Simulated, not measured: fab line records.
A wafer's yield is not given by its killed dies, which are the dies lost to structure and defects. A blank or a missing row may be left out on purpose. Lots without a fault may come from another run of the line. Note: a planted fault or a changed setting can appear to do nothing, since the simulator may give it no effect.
The same fault as seen by 2 desks + flow sky130 + each desk has only its own numbers; what lay behind them comes last

## TOOL OWNER'S DESK, implanter-04
The tool's own readings at SKY_POLY_GATE_IMPLANT_02, given as means over the sampled wafers that have a number, one for each lot that went through this tool. Marked OUT: a lot whose mean sits more than 4 standard deviations from the usual mean, which makes it out of limits; the brackets give that distance.
Columns: A = beamOnS at SKY_POLY_GATE_IMPLANT_02, usual 34.1 s; B = doseIonsCm2 at SKY_POLY_GATE_IMPLANT_02, usual 7.698e+15
| lot  | first seen here | A               | B                           |
|------|-----------------|-----------------|-----------------------------|
| L267 | day 17 18:23    | 35.1            | 7.714e+15                   |
| L270 | day 18 23:17    | 34.9            | 7.696e+15                   |
| L275 | day 21 06:59    | 22.9 (-4.7) OUT | 5.058e+15 (-99 or more) OUT |
| L277 | day 21 15:38    | 23.2 (-4.6) OUT | 5.054e+15 (-99 or more) OUT |
| L280 | day 22 14:02    | 23.0 (-4.6) OUT | 5.045e+15 (-99 or more) OUT |
This desk's finding: out of limits on L275, L277, L280; first on L275, day 21 06:59 (beamOnS at SKY_POLY_GATE_IMPLANT_02). In limits: L267, L270.

## FROM THE METROLOGY DESK
What the gauges read, lot by lot, whatever tool the lot ran on: means of the sampled wafers that have a number. Marked OUT: a lot whose mean sits more than 4 standard deviations from the usual mean, which makes it out of limits; the brackets give that distance.
Columns: A = cdNm at SKY_FIELD_ISO_CD_MEAS_13, usual 150.1 nm; B = FIELD_ISO_OXIDATION_01_THK at SKY_FIELD_ISO_THK_MEAS_23, usual 10.03 nm
| lot  | first seen here | A     | B     |
|------|-----------------|-------|-------|
| L261 | day 2 11:46     | 150.2 | 9.91  |
| L264 | day 3 02:41     | 152.4 | 9.85  |
| L265 | day 3 06:20     | 149.7 | 9.88  |
| L267 | day 3 18:41     | 150.0 | 10.27 |
| L268 | day 3 23:11     | 150.2 | 10.02 |
| L270 | day 4 10:38     | 149.9 | 9.94  |
| L271 | day 4 15:23     | 147.0 | 10.12 |
| L275 | day 5 10:50     | 149.8 | 10.04 |
| L277 | day 5 20:20     | 151.4 | 9.67  |
| L279 | day 6 09:35     | 150.7 | 10.29 |
| L280 | day 6 15:29     | 150.1 | 10.07 |
| L282 | day 7 00:21     | 149.8 | 9.93  |
| L283 | day 7 06:32     | 148.3 | 10.04 |
Result from this desk: across the 13 lots, nothing is out of limits.

## TAKEN TOGETHER
The tool owner's desk had the chance to raise an alarm at day 21 06:59 on L275, L277, L280.
Nothing out of limits was seen by the metrology desk.
The metrology desk has L275, L277, L280 on record, within its limits.
Every lot named ran SKY_POLY_GATE_IMPLANT_02 on implanter-04.

## WHAT THE SIMULATOR HAD INSERTED
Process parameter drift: implanter-04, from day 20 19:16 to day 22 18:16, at SKY_POLY_GATE_IMPLANT_02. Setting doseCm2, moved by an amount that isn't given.
Lots struck among those shown: L275, L277, L280.
Hours from the fault's start to each desk's first reading out of limits: the tool owner's desk, 12.
